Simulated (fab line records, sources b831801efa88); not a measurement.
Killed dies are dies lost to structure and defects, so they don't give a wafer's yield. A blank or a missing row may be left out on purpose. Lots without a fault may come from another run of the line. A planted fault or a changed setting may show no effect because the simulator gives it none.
fab line records | flow sky130
record lots=6 wafers=18 last_day=50
route steps=708 shown LI_CONTACT@371 LOCAL_INTERCONNECT@387
lots that met no fault: from a run of the same line without faults
start_h: hours from the record's first day to the start of the lot's first wafer shown | wait_h: hours since the lot's step before | " the same as in the row above | L1.1+2: a row that stands for several wafers | - no value, or no start given | * or withheld: withheld | < > ~ a bound
route shown NAME@n: a module of which the file shows steps, and the number in the route of the first | usual: mean/standard deviation of fault-free wafers | same: alike in all rows | chamber/n: place in a boat | sites: the reading at each site | _std_site: their standard deviation | _edge_site: outer sites' mean less inner sites' | radius_mm: how far each site lies from the wafer's centre | mask NAME#n: copy n | behind: the tool/chamber that last shaped the wafer | hold: why the lot was held/for how many hours/how that ended | device: the transistor (n, p or np) that didn't switch | end of line: the same wafers' tests at the end of the route | a step without rows: its recipe alone | killed: dies lost to structure and defects at the first sort, not the wafer's yield | map: a wafer's dies, x killed, . not, _ none there
set.NAME: the setting as run; set.NAME@STEP: as run at that earlier step | model.NAME: the simulator's own value behind a step, which no gauge read
lots at some steps of the route; a table a step, a row a wafer
services: from which hour (start_h, from the record's first day; less than 0 if before it) a tool's chamber was out of use, for how many hours, and why
## steps
# step SKY_LI_CONTACT_EXPOSE_09
# recipe mask_id=LICM1 na=0.8 source_shape=annular sigma_inner=0.55 sigma_outer=0.85 target_cd_nm=170 dose_mj=38
# step SKY_LI_CONTACT_PEB_10
# recipe peb_temp_c=withheld peb_time_s=withheld resist=KrF-thick
# step SKY_LI_CONTACT_DEVELOP_11
# recipe develop_time_s=60 resist=KrF-thick dev_temp_c=21
# step SKY_LI_CONTACT_CD_MEAS_12
# recipe target_cd_nm=170
# usual cd_nm=170.0/1.6
# columns lot.wafer tool chamber start_h wait_h cd_nm
L394.2 cd_sem-01 - 689.27 - 168.6
L394.3 " - " " 168.7
L394.5 " - " " 168.3
L398.1 cd_sem-02 - 730.83 - 167.4
L398.3 " - " " 167.0
L398.5 " - " " 166.4
L403.2 cd_sem-01 - 770.03 - 169.7
L403.5 " - " " 170.0
L403.6 " - " " 169.8
L404.1 cd_sem-01 - 773.73 - 169.1
L404.4 " - " " 169.2
L404.5 " - " " 168.2
L413.2 cd_sem-01 - 835.50 - 171.2
L413.3 " - " " 172.0
L413.5 " - " " 171.6
L416.1 cd_sem-01 - 853.61 - 170.1
L416.2 " - " " 169.8
L416.3 " - " " 170.0
# step SKY_LI_CONTACT_OVL_MEAS_13
# usual LI_CONTACT_OVL=1/6
# columns lot.wafer tool chamber start_h wait_h LI_CONTACT_OVL[nm]
L394.2 overlay-01 - 689.38 0.1 10
L394.3 " - " " 13
L394.5 " - " " 10
L398.1 overlay-01 - 730.95 0.1 4
L398.3 " - " " 6
L398.5 " - " " 12
L403.2 overlay-01 - 770.13 0.1 1
L403.5 " - " " -5
L403.6 " - " " 0
L404.1 overlay-02 - 773.85 0.1 -4
L404.4 " - " " -6
L404.5 " - " " 2
L413.2 overlay-01 - 835.61 0.1 5
L413.3 " - " " 10
L413.5 " - " " 0
L416.1 overlay-02 - 853.73 0.1 0
L416.2 " - " " 3
L416.3 " - " " 2
# step SKY_LI_CONTACT_ETCH_14
# recipe chemistry=N2/H2 target=BARC ion_energy_ev=200 source_w=500 bias_w=100 pressure_mtorr=30 n2_flow_sccm=100 h2_flow_sccm=200 stop_on=SiO2 time_s=45.9 target_depth_a=600
# usual drypump_motor_current_A=5.9/0.4 oes_product_au=0.855/0.0052 throttle_valve_pct=13.226/0.0088
# same time_s=45.9
# columns lot.wafer tool chamber start_h wait_h drypump_motor_current_A oes_product_au rf_hours_counter_h throttle_valve_pct
L394.2 rie_diel-02 1 689.41 0.0 5.6 0.858 4 13.231
L394.3 " 3 " " 6.0 0.859 4 13.208
L394.5 " 3 " " 6.0 0.854 - 13.215
L398.1 rie_diel-01 3 730.98 0.0 6.4 0.849 8 13.220
L398.3 " 1 " " 5.6 0.855 36 13.237
L398.5 " 3 " " 6.4 0.852 - 13.219
L403.2 rie_diel-01 0 770.16 0.0 5.8 0.841 9 13.214
L403.5 " 1 " " 5.5 0.847 - 13.237
L403.6 " 0 " " 5.8 0.852 - 13.228
L404.1 rie_diel-02 1 773.89 0.0 5.6 0.854 6 13.215
L404.4 " 2 " " 5.5 0.860 18 13.216
L404.5 " 1 " " 5.6 0.854 - 13.223
L413.2 rie_diel-04 1 835.64 0.0 6.6 0.853 7 13.221
L413.3 " 2 " " 5.9 0.849 6 13.224
L413.5 " 3 " " 5.2 0.859 - 13.229
L416.1 rie_diel-04 1 853.77 0.0 6.6 0.850 7 13.235
L416.2 " 3 " " 5.2 0.851 6 13.203
L416.3 " 2 " " 5.8 0.849 7 13.216
# step SKY_LI_CONTACT_ETCH_15
# recipe target=PSG chemistry=C4F8/O2/Ar stop_on=Si taper_deg=4.15 mask_material=KrF-thick source_w=1500 bias_w=1200 pressure_mtorr=40 c4f8_flow_sccm=withheld O2_flow_sccm=6 Ar_flow_sccm=300 time_s=withheld target_depth_a=6000
# usual oes_product_au=0.837/0.0047
# columns lot.wafer tool chamber start_h wait_h oes_product_au
L394.2 rie_diel-02 1 689.45 0.0 0.837
L394.3 " 3 " " 0.838
L394.5 " 3 " " 0.842
L398.1 rie_diel-01 3 731.02 0.0 0.840
L398.3 " 1 " " 0.830
L398.5 " 3 " " 0.835
L403.2 rie_diel-01 0 770.21 0.0 0.834
L403.5 " 1 " " 0.831
L403.6 " 0 " " 0.833
L404.1 rie_diel-02 1 773.93 0.0 0.834
L404.4 " 2 " " 0.841
L404.5 " 1 " " 0.846
L413.2 rie_diel-04 1 835.68 0.0 0.842
L413.3 " 2 " " 0.836
L413.5 " 3 " " 0.834
L416.1 rie_diel-04 1 853.81 0.0 0.843
L416.2 " 3 " " 0.827
L416.3 " 2 " " 0.842
# step SKY_LI_CONTACT_STRIP_16
# recipe chemistry=O2/N2 power_w=1400 pressure_mtorr=1500 platen_temp_c=withheld o2_flow_sccm=3000 n2_flow_sccm=300 overash_fraction=0.5
# usual drypump_motor_current_A=5.8/0.3 oes_product_au=0.375/0.0051 strip_time_to_endpoint_s=3.49/0.031
# columns lot.wafer tool chamber start_h wait_h drypump_motor_current_A oes_product_au rf_hours_counter_h strip_time_to_endpoint_s
L394.2 plasma_asher-01 1 689.53 - 5.5 0.373 85 3.56
L394.3 " 1 " " 5.5 0.378 - 3.51
L394.5 " 0 " " 6.3 0.381 - 3.50
L398.1 plasma_asher-01 1 731.11 - 5.6 0.374 90 3.48
L398.3 " 0 " " 6.3 0.367 - 3.42
L398.5 " 1 " " 5.6 0.373 - 3.46
L403.2 plasma_asher-02 1 770.29 - 5.4 0.374 61 3.46
L403.5 " 1 " " 5.5 0.372 - 3.45
L403.6 " 0 " " 5.6 0.380 - 3.47
L404.1 plasma_asher-04 1 774.01 - 5.9 0.374 34 3.51
L404.4 " 0 " " 5.6 0.369 - 3.49
L404.5 " 1 " " 5.9 0.380 - 3.51
L413.2 plasma_asher-04 1 835.76 - 5.9 0.374 40 3.54
L413.3 " 0 " " 5.6 0.380 - 3.47
L413.5 " 0 " " 5.6 0.386 - 3.51
L416.1 plasma_asher-02 0 853.89 - 5.6 0.376 69 3.52
L416.2 " 1 " " 5.4 0.373 69 3.47
L416.3 " 1 " " 5.5 0.371 - 3.47
# step SKY_LI_CONTACT_CLEAN_17
# recipe chemistry=NMP time_s=600 temp_c=60 dry=n2_spin
# step SKY_LI_CONTACT_PRE_CLEAN_18
# recipe gas=Ar time_s=5.6 bias_v=358
# step SKY_LI_CONTACT_SPUTTER_19
# recipe material=Ti target_thk_nm=20 chamber_pressure_pa=5 power_w=2500 substrate_temp_c=200 time_s=106.37
# usual throttle_valve_pct=29.9/1.1
# same time_s=106.37
# columns lot.wafer tool chamber start_h wait_h throttle_valve_pct
L394.2 pvd_sputter-04 - 689.86 0.0 31.6
L394.3 " - " " 29.9
L394.5 " - " " 29.8
L398.1 pvd_sputter-03 - 731.40 0.0 31.7
L398.3 " - " " 29.3
L398.5 " - " " 28.7
L403.2 pvd_sputter-04 - 770.59 0.0 29.8
L403.5 " - " " 29.8
L403.6 " - " " 29.6
L404.1 pvd_sputter-04 - 774.32 0.0 31.7
L404.4 " - " " 29.8
L404.5 " - " " 31.6
L413.2 pvd_sputter-04 - 836.06 0.0 29.8
L413.3 " - " " 30.0
L413.5 " - " " 29.9
L416.1 pvd_sputter-03 - 854.36 0.0 29.1
L416.2 " - " " 28.4
L416.3 " - " " 28.7
# step SKY_LI_CONTACT_SPUTTER_20
# recipe material=TiN target_thk_nm=20 chamber_pressure_pa=5 power_w=4000 time_s=80
# step SKY_LI_CONTACT_CVD_21
# recipe material=W target_thk_nm=400 time_s=120.56 temp_c=400 pressure_torr=40
# usual chamber_pressure_Torr=40.00/0.076 heater_power_w=783/110
# same time_s=120.56
# columns lot.wafer tool chamber start_h wait_h chamber_pressure_Torr heater_power_w model.W_of_LI_CONTACT_CVD_21.thk_nm
L394.2 cvd_w-02 0 690.00 0.0 40.02 760 402.5
L394.3 " 0 " " 39.99 764 404.1
L394.5 " 0 " " 39.97 775 400.5
L398.1 cvd_w-02 1 731.58 0.1 40.06 675 405.8
L398.3 " 1 " " 40.01 655 405.1
L398.5 " 1 " " 39.94 662 405.6
L403.2 cvd_w-02 1 770.72 0.0 12.42 657 220.6
L403.5 " 0 " " 39.99 777 400.3
L403.6 " 1 " " 12.34 661 221.1
L404.1 cvd_w-02 0 774.46 0.0 39.89 773 405.8
L404.4 " 1 " " 12.38 656 225.3
L404.5 " 0 " " 39.87 789 407.8
L413.2 cvd_w-01 1 836.20 0.0 39.98 964 392.7
L413.3 " 0 " " 39.95 871 385.4
L413.5 " 0 " " 39.94 846 387.1
L416.1 cvd_w-02 1 854.50 0.0 40.01 669 408.6
L416.2 " 0 " " 39.97 806 406.1
L416.3 " 1 " " 40.08 646 404.9
# step SKY_LI_CONTACT_RS_MEAS_22
# recipe thk_meas_gauge=four-point-probe reads=W_of_LI_CONTACT_CVD_21+TiN_of_LI_CONTACT_SPUTTER_20+Ti_of_LI_CONTACT_SPUTTER_19
# usual LI_CONTACT_W_RS=0.284/0.0039
# columns lot.wafer tool chamber start_h wait_h hold LI_CONTACT_W_RS[ohm/sq]
L394.2 film_metro-04 - 690.14 0.1 - 0.284
L394.3 " - " " - 0.281
L394.5 " - " " - 0.284
L398.1 film_metro-01 - 731.71 0.1 - 0.281
L398.3 " - " " - 0.281
L398.5 " - " " - 0.280
L403.2 film_metro-01 - 770.87 0.1 await_dispo/0.2h/release 0.518
L403.5 " - " " await_dispo/0.2h/release 0.284
L403.6 " - " " await_dispo/0.2h/release 0.516
L403.2 film_metro-01 - 771.16 0.3 - 0.518
L403.5 " - " " - 0.284
L403.6 " - " " - 0.516
L404.1 film_metro-04 - 774.59 0.1 await_dispo/0.2h/release 0.280
L404.4 " - " " await_dispo/0.2h/release 0.507
L404.5 " - " " await_dispo/0.2h/release 0.279
L404.1 film_metro-04 - 774.87 0.3 - 0.280
L404.4 " - " " - 0.507
L404.5 " - " " - 0.279
L413.2 film_metro-01 - 836.34 0.1 - 0.289
L413.3 " - " " - 0.295
L413.5 " - " " - 0.294
L416.1 film_metro-01 - 854.63 0.1 - 0.279
L416.2 " - " " - 0.280
L416.3 " - " " - 0.281
# step SKY_LI_CONTACT_THK_MEAS_23
# recipe thk_meas_gauge=xrf reads=W_of_LI_CONTACT_CVD_21
# usual LI_CONTACT_W_THK=386/6.3
# columns lot.wafer tool chamber start_h wait_h hold LI_CONTACT_W_THK[nm]
L394.2 film_metro-04 - 690.25 0.1 - 390
L394.3 " - " " - 391
L394.5 " - " " - 389
L398.1 film_metro-01 - 731.83 0.1 - 394
L398.3 " - " " - 389
L398.5 " - " " - 390
L404.1 film_metro-04 - 776.44 1.5 await_dispo/0.2h/release 391
L404.4 " - " " await_dispo/0.2h/release 217
L404.5 " - " " await_dispo/0.2h/release 391
L404.1 film_metro-04 - 776.66 0.2 - 391
L404.4 " - " " - 220
L404.5 " - " " - 392
L403.2 film_metro-01 - 776.51 5.3 await_dispo/0.2h/release 217
L403.5 " - " " await_dispo/0.2h/release 388
L403.6 " - " " await_dispo/0.2h/release 217
L403.2 film_metro-01 - 776.75 0.2 - 217
L403.5 " - " " - 390
L403.6 " - " " - 217
L413.2 film_metro-01 - 836.45 0.1 - 383
L413.3 " - " " - 374
L413.5 " - " " - 375
L416.1 film_metro-01 - 854.75 0.1 - 395
L416.2 " - " " - 399
L416.3 " - " " - 396
# step SKY_LI_CONTACT_CMP_24
# recipe stop_on=PSG t_overpolish_s=20 down_force_psi=3.5 platen_rpm=60 target_thk_nm=0 pad_velocity_m_s=0.94248
# usual edge_zone_pressure_frac=1.000/0.0049 motor_current_A=10.4/1.1 time_to_endpoint_s=98/4.2
# columns lot.wafer tool chamber start_h wait_h hold edge_zone_pressure_frac motor_current_A time_to_endpoint_s
L394.2 cmp-02 2 690.35 0.1 - 0.997 9.2 100
L394.3 " 3 " " - 0.998 8.8 104
L394.5 " 2 " " - 0.992 10.0 98
L398.1 cmp-02 1 732.16 0.3 - 0.996 11.7 98
L398.3 " 2 " " - 1.002 10.0 95
L398.5 " 0 " " - 0.998 11.8 91
L403.2 cmp-01 2 778.01 1.3 await_dispo/1.2h/release 1.002 10.0 57
L403.6 " 1 " " await_dispo/1.2h/release 1.002 10.4 55
L403.5 " 2 " " await_dispo/1.2h/release 0.992 10.1 106
L404.4 cmp-01 0 782.98 6.3 await_dispo/6.2h/release 0.996 10.2 55
L404.1 " 2 " " await_dispo/6.2h/release 0.993 9.8 102
L404.5 " 3 " " await_dispo/6.2h/release 0.994 9.7 97
L413.2 cmp-01 2 836.60 0.1 - 0.992 10.1 101
L413.3 " 3 " " - 1.002 9.9 88
L413.5 " 0 " " - 1.002 10.3 95
L416.3 cmp-02 2 854.81 0.0 - 1.007 10.4 98
L416.1 " 3 " " - 1.001 8.9 104
L416.2 " 1 " " - 1.001 12.4 102
# step SKY_LOCAL_INTERCONNECT_SPUTTER_00
# recipe material=TiN target_thk_nm=100 temp_c=300 power_w=6500 time_s=83.3 chamber_pressure_pa=0.4
# usual throttle_valve_pct=29.6/0.84
# same time_s=83.3
# columns lot.wafer tool chamber start_h wait_h throttle_valve_pct
L394.2 pvd_sputter-02 - 690.60 0.2 29.6
L394.3 " - " " 30.1
L394.5 " - " " 29.7
L398.1 pvd_sputter-01 - 732.36 0.1 28.9
L398.3 " - " " 30.1
L398.5 " - " " 30.2
L403.2 pvd_sputter-01 - 778.26 0.2 30.5
L403.5 " - " " 30.3
L403.6 " - " " 30.6
L404.1 pvd_sputter-01 - 783.23 0.1 30.0
L404.4 " - " " 30.4
L404.5 " - " " 29.0
L413.2 pvd_sputter-02 - 836.80 0.1 30.2
L413.3 " - " " 28.8
L413.5 " - " " 28.6
L416.1 pvd_sputter-01 - 855.11 0.2 28.0
L416.2 " - " " 29.0
L416.3 " - " " 30.0
## services
# columns tool chamber start_h hours kind
rie_diel-02 3 666.21 14.5 repair
rie_diel-02 - 678.48 0.3 repair
cmp-02 - 678.60 5.5 repair
cmp-01 - 681.61 1.5 repair
cmp-02 - 684.07 3.2 pm
plasma_asher-04 - 699.34 7.2 repair
plasma_asher-01 - 706.27 3.6 repair
plasma_asher-02 - 709.55 15.6 pm
rie_diel-02 1 714.38 1.7 repair
rie_diel-02 1 734.95 9.5 repair
rie_diel-04 2 736.31 8.8 repair
cmp-01 - 744.00 4.0 pm
pvd_sputter-01 - 747.25 1.6 repair
pvd_sputter-02 - 747.59 4.1 repair
cmp-01 - 750.27 3.1 repair
cvd_w-02 - 758.53 0.7 repair
cmp-01 - 784.90 1.9 repair
pvd_sputter-04 - 793.10 5.7 repair
rie_diel-04 0 793.97 5.3 repair
plasma_asher-02 - 804.10 0.6 repair
plasma_asher-02 - 825.14 4.0 pm
cmp-01 - 826.16 7.2 pm
rie_diel-04 - 834.47 0.9 repair
pvd_sputter-01 - 836.52 16.7 repair
## key
first_sign step=SKY_LI_CONTACT_CVD_21 reading=chamber_pressure_Torr direction=down sigmas=99+ usual=40.00 struck=12.38
effect step=SKY_LI_CONTACT_RS_MEAS_22 reading=visit direction=added
effect step=SKY_LI_CONTACT_RS_MEAS_22 reading=LI_CONTACT_W_RS direction=up sigmas=58 usual=0.284 struck=0.514
effect step=SKY_LI_CONTACT_THK_MEAS_23 reading=visit direction=added
effect step=SKY_LI_CONTACT_THK_MEAS_23 reading=LI_CONTACT_W_THK direction=down sigmas=27 usual=386 struck=217
effect step=SKY_LI_CONTACT_CMP_24 reading=time_to_endpoint_s direction=down sigmas=10 usual=* struck=*
model_effect step=SKY_LI_CONTACT_CVD_21 value=W_of_LI_CONTACT_CVD_21.thk_nm without=400.4 struck=222.3
met_at SKY_LI_CONTACT_CVD_21
struck_wafers L403.2,L403.6,L404.4
tester_left_out L403,L404
onset_between 731.58 770.72
fault kind=process_parameter_drift tool=cvd_w-02 chamber=1 onset_h=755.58 steps=SKY_LI_CONTACT_CVD_21 channel=pressure_torr offset=-27.695 shape=step end_h=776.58 acts_in=these_recipes_only stated=40
# tester_left_out: of these lots the tester's yield and bins aren't shown, on N5 and GAA mostly nor the transistor test; their killed dies are dies lost to structure and defects alone, not to doping, threshold or leakage, so they don't give the yield
